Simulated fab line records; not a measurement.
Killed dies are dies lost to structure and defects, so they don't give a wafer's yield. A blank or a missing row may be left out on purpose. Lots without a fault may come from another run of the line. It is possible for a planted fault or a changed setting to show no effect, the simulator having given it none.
Which tool is to blame? ; flow gf180mcu ; Sampling: 12 lots, 33 wafers, 8 of 602 route steps

== WHAT EACH GAUGE READ, for each wafer ==
GF_STI_THK_MEAS_02.
lot;measured;on;STI_OXIDATION_THK (nm)
L734;day 1 12:41;film metro-01;10.25 10.30 10.15
L735;day 1 16:47;film metro-03;9.99 10.13 10.07
L738;day 2 08:13;film metro-01;10.13 10.20 9.89
L740;day 2 17:47;film metro-03;10.26 10.37 10.25
L742;day 3 03:33;film metro-03;10.00 10.05 10.04
L743;day 3 09:14;film metro-01;9.95 9.69 9.91
L744;day 3 13:31;film metro-01;9.96 10.10 10.05
L746;day 3 23:34;film metro-03;10.27 10.13 10.28
L747;day 4 04:47;film metro-03;10.39 10.40 10.30
L752;day 5 06:42;film metro-03;9.76 9.54
L753;day 5 12:05;film metro-03;10.38 10.36
L756;day 6 01:32;film metro-03;9.86 10.05

GF_STI_THK_MEAS_04.
lot;measured;on;STI_CVD_03_THK (nm)
L734;day 1 15:43;film metro-02;208.2 206.0 206.2
L735;day 1 18:50;film metro-03;207.0 204.7 206.0
L738;day 2 10:15;film metro-02;207.3 207.5 208.2
L740;day 2 19:49;film metro-02;210.5 207.8 208.5
L742;day 3 05:36;film metro-02;209.7 211.3 210.3
L743;day 3 11:17;film metro-02;207.8 210.8 209.5
L744;day 3 15:34;film metro-02;207.9 207.2 206.9
L746;day 4 01:37;film metro-01;202.7 203.8 206.3
L747;day 4 06:50;film metro-03;210.7 209.8 210.6
L752;day 5 08:45;film metro-02;209.0 206.3
L753;day 5 14:08;film metro-02;212.2 210.9
L756;day 6 04:34;film metro-03;207.8 207.8

GF_VT_IMPLANT_TW_MEAS_10.
lot;measured;on;VT_IMPLANT_TW
L734;day 5 15:03;film metro-03;559.1 556.8 560.4
L735;day 5 21:01;film metro-01;558.0 558.0 562.0
L738;day 6 15:36;film metro-03;559.6 560.5 559.3
L740;day 7 04:32;film metro-03;562.8 561.9 561.0
L742;day 7 14:40;film metro-03;563.1 563.5 561.2
L743;day 8 00:35;film metro-03;562.8 556.9 560.9
L744;day 8 05:50;film metro-04;563.4 562.0 562.6
L746;day 8 16:52;film metro-03;557.8 553.6 560.5
L747;day 8 23:48;film metro-03;560.6 557.7 566.6
L752;day 10 07:09;film metro-04;562.1 700.6
L753;day 10 14:08;film metro-03;692.1 694.3
L756;day 11 07:58;film metro-04;558.0 691.0

GF_VT_IMPLANT_TW_MEAS_21.
lot;measured;on;VT_IMPLANT_2_TW
L734;day 6 05:56;film metro-03;1209 1213 1208
L735;day 6 11:50;film metro-03;1209 1211 1215
L738;day 7 06:24;film metro-01;1210 1210 1209
L740;day 7 21:06;film metro-03;1210 1212 1214
L742;day 8 06:55;film metro-03;1202 1212 1200
L743;day 8 17:09;film metro-03;1206 1200 1199
L744;day 8 22:17;film metro-01;1193 1193 1201
L746;day 9 10:23;film metro-04;1213 1215 1217
L747;day 9 17:10;film metro-03;1209 1203 1207
L752;day 11 01:37;film metro-03;1199 1232
L753;day 11 08:53;film metro-04;1239 1235
L756;day 12 02:37;film metro-04;1203 1248

GF_VT_IMPLANT_TW_MEAS_32.
lot;measured;on;VT_IMPLANT_3_TW
L734;day 6 20:50;film metro-04;268.1 268.9 267.2
L735;day 7 02:55;film metro-04;270.1 269.2 268.0
L738;day 7 22:20;film metro-03;267.6 266.2 268.2
L740;day 8 13:35;film metro-01;266.4 264.7 264.7
L742;day 8 23:18;film metro-03;266.7 266.2 265.6
L743;day 9 10:27;film metro-03;267.2 266.7 267.8
L744;day 9 15:39;film metro-04;270.5 268.9 267.8
L746;day 10 04:11;film metro-04;270.5 270.1 270.0
L747;day 10 10:58;film metro-04;270.3 269.8 268.6
L752;day 11 20:16;film metro-04;266.8 567.9
L753;day 12 03:58;film metro-01;569.5 562.7
L756;day 12 22:21;film metro-01;265.6 573.1

== TOOL THAT RAN EACH LOT (tool first, then ch and the chambers of the sampled wafers, then the start) ==
lot;GF_MVPSD_COAT_02;GF_MVPSD_STRIP_10;GF_VT_IMPLANT_STRIP_31
L734;litho track-02 ch 0, day 4 17:48;plasma asher-03 ch 0,1, day 5 01:11;plasma asher-03 ch 0,1, day 6 20:44
L735;litho track-02 ch 0, day 4 22:20;plasma asher-01 ch 0,1, day 5 06:14;plasma asher-01 ch 0,1, day 7 02:49
L738;litho track-02 ch 0, day 5 16:08;plasma asher-03 ch 0,1, day 6 00:01;plasma asher-01 ch 0,1, day 7 22:14
L740;litho track-04 ch 0, day 6 05:04;plasma asher-03 ch 0,1, day 6 12:58;plasma asher-02 ch 0,1, day 8 13:29
L742;litho track-04 ch 0, day 6 15:05;plasma asher-03 ch 0,1, day 6 22:51;plasma asher-03 ch 0,1, day 8 23:11
L743;litho track-04 ch 0, day 7 00:01;plasma asher-01 ch 0,1, day 7 08:26;plasma asher-01 ch 0,1, day 9 10:21
L744;litho track-03 ch 0, day 7 04:44;plasma asher-03 ch 0,1, day 7 13:27;plasma asher-02 ch 0,1, day 9 15:33
L746;litho track-02 ch 0, day 7 15:17;plasma asher-04 ch 0,1, day 8 00:25;plasma asher-02 ch 0, day 10 04:05
L747;litho track-02 ch 0, day 7 21:56;plasma asher-04 ch 0,1, day 8 06:52;plasma asher-02 ch 0,1, day 10 10:51
L752;litho track-04 ch 0, day 9 04:25;plasma asher-04 ch 0,1, day 9 13:15;plasma asher-03 ch 0,1, day 11 20:10
L753;litho track-04 ch 0, day 9 10:52;plasma asher-01 ch 0,1, day 9 19:56;plasma asher-02 ch 0,1, day 12 03:54
L756;litho track-04 ch 0, day 10 03:07;plasma asher-04 ch 0, day 10 12:52;plasma asher-01 ch 1, day 12 22:16
- GF_MVPSD_COAT_02: resist thk 3000 nm.
- GF_MVPSD_STRIP_10: strips in O2/N2.
- GF_VT_IMPLANT_STRIP_31: strips in O2/N2.

== WHAT THE TOOLS THEMSELVES READ (means of the sampled wafers that have a number; where no wafer has one, the mark that the record gives instead) ==
GF_MVPSD_STRIP_10.
lot;tool;drypump motor current A (A);heater power w (W);oes product au (a.u.);strip time to endpoint s (s)
L734;plasma asher-03;6.0;331;0.722;37.07
L735;plasma asher-01;5.5;338;0.721;36.97
L738;plasma asher-03;5.4;341;0.723;37.07
L740;plasma asher-03;5.4;346;0.725;37.13
L742;plasma asher-03;5.9;331;0.720;36.91
L743;plasma asher-01;5.4;359;0.723;36.93
L744;plasma asher-03;6.0;329;0.726;36.94
L746;plasma asher-04;4.9;344;0.723;36.99
L747;plasma asher-04;4.9;342;0.726;36.89
L752;plasma asher-04;4.9;334;0.609;21.52
L753;plasma asher-01;5.5;352;0.494;6.08
L756;plasma asher-04;5.0;321;0.605;21.45

GF_VT_IMPLANT_STRIP_31.
lot;tool;drypump motor current A (A);heater power w (W);oes product au (a.u.);strip time to endpoint s (s)
L734;plasma asher-03;5.9;332;0.713;12.67
L735;plasma asher-01;5.4;360;0.719;12.59
L738;plasma asher-01;5.5;336;0.717;12.63
L740;plasma asher-02;5.4;340;0.717;12.67
L742;plasma asher-03;5.4;343;0.716;12.60
L743;plasma asher-01;5.5;338;0.718;12.74
L744;plasma asher-02;5.5;342;0.713;12.65
L746;plasma asher-02;5.5;340;0.714;12.65
L747;plasma asher-02;5.5;346;0.712;12.64
L752;plasma asher-03;5.7;336;0.722;12.63
L753;plasma asher-02;5.5;345;0.715;12.66
L756;plasma asher-01;5.3;374;0.721;12.65

== THE ANSWER, worked out from the rows above alone ==
Rule: the usual values come from the lots themselves. The widest of any qualifying gaps counts: lots, ordered by their means at a reading, are off when they make up no more than a third of the lots, leave a main group of 4 or more, and stand apart from it by 3 or more times the standard deviation of that group's means. Not used: any main group whose means are identical at the precision the tables above print for the reading. Also off: a lot with no number at a reading for which 4 or more lots have one. Where the step has rows for the other lots, those lots are counted as sound. After the gauges, taken in route order, come the tools' own readings; for these a lot's mean is taken, as printed above. The first step at which some lot is off is used, and at that step the reading that is off furthest; a lot without a number counts as furthest.
Off: at GF_VT_IMPLANT_TW_MEAS_10 (VT_IMPLANT_TW), L752, L753, L756. Main group: mean 560.5, sd 1.7.
If a tool, at a process step before that reading, ran all the lots that are off and no sound lot after the first of them, it fits. Not tried: the gauges at GF_VT_IMPLANT_TW_MEAS_10; whatever is off there is also off at GF_MVPSD_STRIP_10, on other tools, and gauge error can't account for it. One candidate fits, namely litho track-04 at GF_MVPSD_COAT_02. Its last sound lot is L743 (day 7 00:01), its first lot that is off L752 (day 9 04:25): a fault that began between those two fits.

== WHAT THE SIMULATOR HAD PUT IN ==
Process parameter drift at GF_MVPSD_COAT_02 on litho track-04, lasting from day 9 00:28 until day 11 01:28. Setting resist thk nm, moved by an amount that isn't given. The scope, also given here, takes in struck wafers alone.
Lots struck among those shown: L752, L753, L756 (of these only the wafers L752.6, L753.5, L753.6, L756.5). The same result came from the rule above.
